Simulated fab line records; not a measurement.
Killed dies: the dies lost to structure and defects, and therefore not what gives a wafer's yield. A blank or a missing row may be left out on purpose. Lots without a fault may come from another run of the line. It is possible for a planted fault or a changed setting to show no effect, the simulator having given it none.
Which tool is to blame?    flow gf180mcu    21 wafers from 7 lots sampled at 2 of the route's 602 steps

WHAT EACH GAUGE READ, for each wafer
GF_VT_IMPLANT_RS_MEAS_47: the measuring method here is four-point-probe.
lot   measured      on             NWELL_RS (ohm/sq)
L225  day 8 06:26   film_metro-01  488.1 486.8 487.7
L227  day 9 01:29   film_metro-01  485.0 487.0 487.0
L230  day 9 10:59   film_metro-02  486.8 486.7 487.0
L231  day 9 13:32   film_metro-02  488.0 488.0 487.1
L235  day 10 21:09  film_metro-02  485.6 483.7 485.3
L244  day 13 07:50  film_metro-04  487.5 487.5 488.1
L246  day 13 19:30  film_metro-02  490.0 488.4 488.2

WHAT TOOL EACH LOT RAN ON (gives the tool, then ch and the chambers of the sampled wafers, and finally the start)
lot   GF_NWELL_IMPLANT_08
L225  implanter-04 ch 0, day 4 01:07
L227  implanter-04 ch 0, day 4 09:40
L230  implanter-02 ch 0, day 4 22:22
L231  implanter-02 ch 0, day 5 01:13
L235  implanter-02 ch 0, day 6 00:04
L244  implanter-04 ch 0, day 8 02:06
L246  implanter-04 ch 0, day 8 12:22
- GF_NWELL_IMPLANT_08

THE ANSWER, worked out from the rows above alone
Rule: what is usual is taken from the lots themselves. The widest of any qualifying gaps counts: lots, ordered by their means at a reading, are off when they make up no more than a third of the lots, leave a main group of 4 or more, and stand apart from it by 3 or more times the standard deviation of that group's means. Not used: any main group whose means are identical at the precision the tables above print for the reading. A lot without any number at a reading at which 4 lots or more have one is off too. All remaining lots with rows at the step are treated as sound.
No lot is off on any of the readings shown, so nothing can be concluded from this.

WHAT THE SIMULATOR PUT IN
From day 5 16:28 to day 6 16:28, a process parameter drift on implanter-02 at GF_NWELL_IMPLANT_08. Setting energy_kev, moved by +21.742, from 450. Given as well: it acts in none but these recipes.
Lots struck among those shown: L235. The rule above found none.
